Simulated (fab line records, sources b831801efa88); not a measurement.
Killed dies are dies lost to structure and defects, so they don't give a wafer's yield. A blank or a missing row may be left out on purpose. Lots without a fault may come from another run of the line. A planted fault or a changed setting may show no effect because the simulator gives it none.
fab line records | flow gf180mcu
record lots=13 wafers=39 last_day=34
route steps=602 shown POLY_GATE@171 NSD@239 SAB@275 SALICIDE@284
lots that met no fault: from a run of the same line without faults
start_h: hours from the record's first day to the start of the lot's first wafer shown | wait_h: hours since the lot's step before | " the same as in the row above | L1.1+2: a row that stands for several wafers | - no value, or no start given | * or withheld: withheld | < > ~ a bound
route shown NAME@n: a module of which the file shows steps, and the number in the route of the first | usual: mean/standard deviation of fault-free wafers | same: alike in all rows | chamber/n: place in a boat | sites: the reading at each site | _std_site: their standard deviation | _edge_site: outer sites' mean less inner sites' | radius_mm: how far each site lies from the wafer's centre | mask NAME#n: copy n | behind: the tool/chamber that last shaped the wafer | hold: why the lot was held/for how many hours/how that ended | device: the transistor (n, p or np) that didn't switch | end of line: the same wafers' tests at the end of the route | a step without rows: its recipe alone | killed: dies lost to structure and defects at the first sort, not the wafer's yield | map: a wafer's dies, x killed, . not, _ none there
set.NAME: the setting as run; set.NAME@STEP: as run at that earlier step | model.NAME: the simulator's own value behind a step, which no gauge read
steps of the route over a sample of lots; a table a step, a row a wafer
services: from which hour (start_h, from the record's first day; less than 0 if before it) a tool's chamber was out of use, for how many hours, and why
## steps
# step GF_POLY_GATE_STRIP_14
# recipe chemistry=O2/N2 power_w=1400 pressure_mtorr=1500 platen_temp_c=250 o2_flow_sccm=3000 n2_flow_sccm=300 overash_fraction=0.5
# usual drypump_motor_current_A=5.9/0.34 heater_power_w=348/20 oes_product_au=0.505/0.0042
# columns lot.wafer tool chamber start_h wait_h drypump_motor_current_A heater_power_w oes_product_au rf_hours_counter_h
L537.3 plasma_asher-02 0 203.71 0.1 5.7 350 0.508 -
L537.5 " 0 " " 5.7 356 0.504 -
L537.6 " 1 " " 6.0 355 0.507 -
L539.1 plasma_asher-02 0 215.81 0.0 5.8 359 0.497 54
L539.4 " 0 " " 5.8 355 0.507 -
L539.6 " 0 " " 5.7 357 0.504 -
L540.2 plasma_asher-04 0 224.50 0.0 6.0 361 0.500 10
L540.4 " 1 " " 5.7 318 0.499 -
L540.6 " 0 " " 6.0 371 0.501 -
L541.1 plasma_asher-02 1 232.76 0.0 6.0 362 0.500 55
L541.2 " 0 " " 5.7 355 0.502 55
L541.4 " 1 " " 6.0 358 0.502 -
L543.1 plasma_asher-02 0 242.75 0.0 5.7 354 0.514 56
L543.2 " 1 " " 6.0 358 0.508 56
L543.6 " 0 " " 5.8 349 0.508 -
L544.1 plasma_asher-02 0 251.32 0.0 5.7 350 0.501 57
L544.2 " 1 " " 6.0 348 0.508 57
L544.3 " 0 " " 5.7 353 0.506 -
L545.2 plasma_asher-01 0 260.10 0.0 5.4 370 0.500 60
L545.5 " 0 " " 5.5 358 0.514 -
L545.6 " 1 " " 6.6 312 0.503 -
L549.2 plasma_asher-02 1 288.86 0.0 6.0 368 0.510 61
L549.3 " 1 " " 6.0 360 0.499 -
L549.4 " 0 " " 5.7 354 0.502 -
L550.3 plasma_asher-01 1 295.34 0.1 6.6 309 0.511 -
L550.5 " 0 " " 5.4 368 0.510 -
L550.6 " 1 " " 6.6 303 0.504 -
L553.1 plasma_asher-02 1 320.71 0.0 6.0 353 0.507 65
L553.3 " 0 " " 5.7 359 0.504 -
L553.5 " 0 " " 5.7 346 0.501 -
L555.2 plasma_asher-04 0 330.87 0.0 6.0 357 0.505 21
L555.3 " 1 " " 5.8 327 0.500 -
L555.6 " 1 " " 5.7 321 0.503 -
L558.2 plasma_asher-04 1 353.16 0.0 5.8 328 0.504 23
L558.3 " 1 " " 5.8 327 0.508 -
L558.4 " 0 " " 6.0 373 0.509 -
L559.1 plasma_asher-01 0 362.32 0.0 5.4 366 0.495 71
L559.2 " 1 " " 6.6 311 0.506 71
L559.6 " 0 " " 5.4 369 0.495 -
# step GF_NSD_EXPOSE_04
# recipe mask_id=Nplus target_cd_nm=400 na=0.6 source_shape=conventional sigma_outer=0.6 dose_mj=140
# columns lot.wafer tool chamber start_h wait_h mask
L537.3+5+6 iline_stepper-01 0 293.50 - Nplus#0
L539.1+4+6 iline_stepper-02 0 307.19 - Nplus#0
L540.2+4+6 iline_stepper-02 0 318.37 - Nplus#0
L541.1+2+4 iline_stepper-02 0 327.06 - Nplus#0
L543.1+2+6 iline_stepper-01 0 341.32 - Nplus#0
L544.1+2+3 iline_stepper-01 0 349.65 - Nplus#0
L545.2+5+6 iline_stepper-01 0 359.98 - Nplus#0
L549.2+3+4 iline_stepper-01 0 392.04 - Nplus_HV_AREA#0
L550.3+5+6 iline_stepper-01 0 398.79 - Nplus#0
L553.1+3+5 iline_stepper-01 0 428.60 - Nplus#0
L555.2+3+6 iline_stepper-02 0 440.80 - Nplus#0
L558.2+3+4 iline_stepper-01 0 466.09 - Nplus#0
L559.1+2+6 iline_stepper-01 0 475.44 - Nplus#0
# step GF_NSD_CD_MEAS_07
# recipe target_cd_nm=400
# usual cd_nm=400.2/2.2
# columns lot.wafer tool chamber start_h wait_h cd_nm
L537.3 cd_sem-02 - 303.15 0.1 399.1
L537.5 " - " " 397.6
L537.6 " - " " 398.1
L539.1 cd_sem-02 - 316.80 0.1 398.6
L539.4 " - " " 399.8
L539.6 " - " " 401.8
L540.2 cd_sem-02 - 328.62 0.1 401.0
L540.4 " - " " 402.2
L540.6 " - " " 402.1
L541.1 cd_sem-02 - 337.35 0.1 400.0
L541.2 " - " " 400.5
L541.4 " - " " 405.5
L543.1 cd_sem-01 - 352.25 0.1 398.4
L543.2 " - " " 398.3
L543.6 " - " " 398.0
L544.1 cd_sem-01 - 360.10 0.1 400.7
L544.2 " - " " 400.2
L544.3 " - " " 398.1
L545.2 cd_sem-01 - 370.82 0.1 401.9
L545.5 " - " " 405.0
L545.6 " - " " 401.8
L549.2 cd_sem-01 - 403.23 0.1 -
L549.3 " - " " -
L549.4 " - " " -
L550.3 cd_sem-02 - 410.29 0.1 399.4
L550.5 " - " " 396.8
L550.6 " - " " 399.3
L553.1 cd_sem-01 - 440.75 0.1 401.8
L553.3 " - " " 400.1
L553.5 " - " " 401.2
L555.2 cd_sem-01 - 452.57 0.1 398.3
L555.3 " - " " 399.4
L555.6 " - " " 399.4
L558.2 cd_sem-01 - 478.27 0.1 398.6
L558.3 " - " " 398.5
L558.4 " - " " 398.3
L559.1 cd_sem-01 - 486.76 0.1 401.7
L559.2 " - " " 401.4
L559.6 " - " " 403.3
# step GF_NSD_TW_MEAS_12
# usual NSD_TW=4238/38
# columns lot.wafer tool chamber start_h wait_h NSD_TW
L537.3 film_metro-02 - 303.69 0.1 4190
L537.5 " - " " 4208
L537.6 " - " " 4184
L539.1 film_metro-04 - 317.36 0.1 4266
L539.4 " - " " 4239
L539.6 " - " " 4272
L540.2 film_metro-04 - 329.17 0.1 4231
L540.4 " - " " 4245
L540.6 " - " " 4237
L541.1 film_metro-04 - 337.90 0.1 4270
L541.2 " - " " 4266
L541.4 " - " " 4253
L543.1 film_metro-04 - 352.80 0.1 4246
L543.2 " - " " 4275
L543.6 " - " " 4253
L544.1 film_metro-04 - 360.66 0.1 4291
L544.2 " - " " 4260
L544.3 " - " " 4268
L545.2 film_metro-04 - 371.36 0.1 4289
L545.5 " - " " 4262
L545.6 " - " " 4269
L549.2 film_metro-01 - 403.77 0.1 30
L549.3 " - " " 30
L549.4 " - " " 30
L550.3 film_metro-04 - 410.83 0.1 4252
L550.5 " - " " 4274
L550.6 " - " " 4292
L553.1 film_metro-04 - 441.30 0.1 4281
L553.3 " - " " 4253
L553.5 " - " " 4272
L555.2 film_metro-02 - 453.12 0.1 4187
L555.3 " - " " 4205
L555.6 " - " " 4168
L558.2 film_metro-04 - 478.82 0.1 4268
L558.3 " - " " 4265
L558.4 " - " " 4262
L559.1 film_metro-04 - 487.31 0.1 4284
L559.2 " - " " 4288
L559.6 " - " " 4281
# step GF_SAB_ETCH_11
# recipe chemistry=C4F8/O2/Ar mask_material=NOVOLAK target=SiO2 target_depth_nm=55 source_w=1500 bias_w=1200 pressure_mtorr=40 c4f8_flow_sccm=withheld O2_flow_sccm=6 Ar_flow_sccm=300 time_s=8.5
# usual oes_product_au=0.998/0.012
# columns lot.wafer tool chamber start_h wait_h oes_product_au rf_hours_counter_h
L537.3 rie_diel-01 3 346.50 0.0 1.005 106
L537.5 " 1 " " 0.998 -
L537.6 " 2 " " 0.996 -
L539.1 rie_diel-03 0 359.75 0.0 1.000 80
L539.4 " 3 " " 0.996 -
L539.6 " 2 " " 1.017 -
L540.2 rie_diel-02 3 373.60 0.0 0.982 11
L540.4 " 2 " " 0.976 36
L540.6 " 0 " " 1.029 -
L541.1 rie_diel-01 0 382.50 0.0 0.989 8
L541.2 " 1 " " 1.007 16
L541.4 " 3 " " 0.999 107
L543.1 rie_diel-01 1 398.90 0.0 1.005 16
L543.2 " 3 " " 0.998 107
L543.6 " 1 " " 1.005 -
L544.1 rie_diel-03 2 405.56 0.0 1.019 93
L544.2 " 1 " " 1.006 74
L544.3 " 0 " " 1.000 81
L545.2 rie_diel-01 1 417.55 0.0 1.007 16
L545.5 " 3 " " 0.997 -
L545.6 " 1 " " 0.996 -
L549.2 rie_diel-02 2 452.39 0.0 0.978 37
L549.3 " 3 " " 0.992 13
L549.4 " 2 " " 0.976 -
L550.3 rie_diel-03 2 459.49 0.0 1.020 95
L550.5 " 1 " " 1.000 -
L550.6 " 0 " " 1.011 -
L553.1 rie_diel-03 0 489.41 0.0 0.995 83
L553.3 " 2 " " 1.024 95
L553.5 " 1 " " 1.012 -
L555.2 rie_diel-03 3 501.66 0.1 0.995 18
L555.3 " 1 " " 1.003 77
L555.6 " 2 " " 1.014 -
L558.2 rie_diel-02 2 526.61 0.0 0.965 39
L558.3 " 3 " " 0.993 15
L558.4 " 0 " " 0.998 21
L559.1 rie_diel-02 1 534.76 0.0 0.984 46
L559.2 " 0 " " 0.994 21
L559.6 " 0 " " 1.006 -
# step GF_SALICIDE_RTA_06
# recipe temp_c=530 time_s=30 ambient=N2
# usual lamp_power_pct=5.427/0.0052 wafer_temp_C_max=531.6/0.4
# columns lot.wafer tool chamber start_h wait_h lamp_power_pct wafer_temp_C_max
L537.3 rtp_anneal-01 0 347.11 0.1 5.419 531.8
L537.5 " 0 " " 5.426 531.3
L537.6 " 0 " " 5.420 531.4
L539.1 rtp_anneal-02 0 360.33 0.1 5.431 531.1
L539.4 " 0 " " 5.428 531.5
L539.6 " 0 " " 5.433 531.3
L540.2 rtp_anneal-02 0 374.18 0.1 5.427 531.8
L540.4 " 0 " " 5.433 532.1
L540.6 " 0 " " 5.438 531.7
L541.1 rtp_anneal-02 0 383.07 0.1 5.428 532.7
L541.2 " 0 " " 5.425 532.0
L541.4 " 0 " " 5.437 531.2
L543.1 rtp_anneal-01 0 399.47 0.1 5.430 531.4
L543.2 " 0 " " 5.425 532.4
L543.6 " 0 " " 5.428 531.7
L544.1 rtp_anneal-01 0 406.18 0.1 5.429 531.9
L544.2 " 0 " " 5.425 531.5
L544.3 " 0 " " 5.436 530.9
L545.2 rtp_anneal-02 0 418.14 0.1 5.430 532.0
L545.5 " 0 " " 5.432 532.1
L545.6 " 0 " " 5.423 532.1
L549.2 rtp_anneal-01 0 452.99 0.1 5.428 531.2
L549.3 " 0 " " 5.419 531.2
L549.4 " 0 " " 5.422 530.7
L550.3 rtp_anneal-02 0 460.10 0.1 5.429 531.9
L550.5 " 0 " " 5.439 531.7
L550.6 " 0 " " 5.422 531.6
L553.1 rtp_anneal-02 0 489.98 0.1 5.424 532.2
L553.3 " 0 " " 5.432 530.8
L553.5 " 0 " " 5.427 531.8
L555.2 rtp_anneal-02 0 502.28 0.1 5.440 531.2
L555.3 " 0 " " 5.430 531.5
L555.6 " 0 " " 5.428 531.3
L558.2 rtp_anneal-01 0 527.27 0.1 5.434 531.7
L558.3 " 0 " " 5.416 531.9
L558.4 " 0 " " 5.437 532.2
L559.1 rtp_anneal-02 0 535.37 0.1 5.431 531.6
L559.2 " 0 " " 5.429 531.6
L559.6 " 0 " " 5.431 531.4
## services
# columns tool chamber start_h hours kind
plasma_asher-02 - 187.20 4.3 pm
rie_diel-02 0 199.84 5.2 repair
rie_diel-01 2 205.85 4.3 repair
rie_diel-01 - 228.62 0.9 repair
rie_diel-01 1 234.20 13.6 repair
rie_diel-02 3 240.85 13.8 repair
rie_diel-03 3 250.09 5.7 repair
rie_diel-01 3 298.32 7.7 repair
rie_diel-02 0 298.48 14.7 repair
iline_stepper-01 - 305.28 9.0 repair
rie_diel-01 1 317.76 7.2 repair
plasma_asher-02 - 330.86 5.4 repair
iline_stepper-01 - 343.08 1.7 pm
rie_diel-03 1 359.06 6.7 repair
rie_diel-03 - 371.72 1.0 repair
plasma_asher-02 - 393.82 14.6 pm
rie_diel-03 - 394.99 0.6 repair
plasma_asher-02 - 415.10 5.1 repair
plasma_asher-02 - 421.25 9.0 pm
rie_diel-03 0 450.06 5.1 repair
iline_stepper-01 - 452.93 1.7 repair
rie_diel-03 2 467.44 3.0 repair
rtp_anneal-01 - 486.53 4.3 pm
rie_diel-03 1 510.68 4.0 repair
## key
first_sign step=GF_NSD_EXPOSE_04 reading=mask direction=changed
effect step=GF_NSD_CD_MEAS_07 reading=cd_nm direction=missing
effect step=GF_NSD_TW_MEAS_12 reading=NSD_TW direction=down sigmas=99+ usual=4238 struck=30
met_at GF_NSD_EXPOSE_04
struck_lots L549
sort_left_out L549.2,L549.3,L549.4
tester_left_out L549
not_acting_at GF_POLY_GATE_STRIP_14,GF_SAB_ETCH_11,GF_SALICIDE_RTA_06
onset_between 359.98 392.04
fault kind=wrong_mask tool=any chamber=- onset_h=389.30 steps=GF_NSD_EXPOSE_04 aux_copy=Nplus_HV_AREA#0 scope=struck_lots_only
# tester_left_out: of these lots the tester's yield and bins aren't shown, on N5 and GAA mostly nor the transistor test; their killed dies are dies lost to structure and defects alone, not to doping, threshold or leakage, so they don't give the yield
# sort_left_out: the simulated sort isn't trusted on such a fault, so these wafers' sort isn't shown, and their yield isn't known
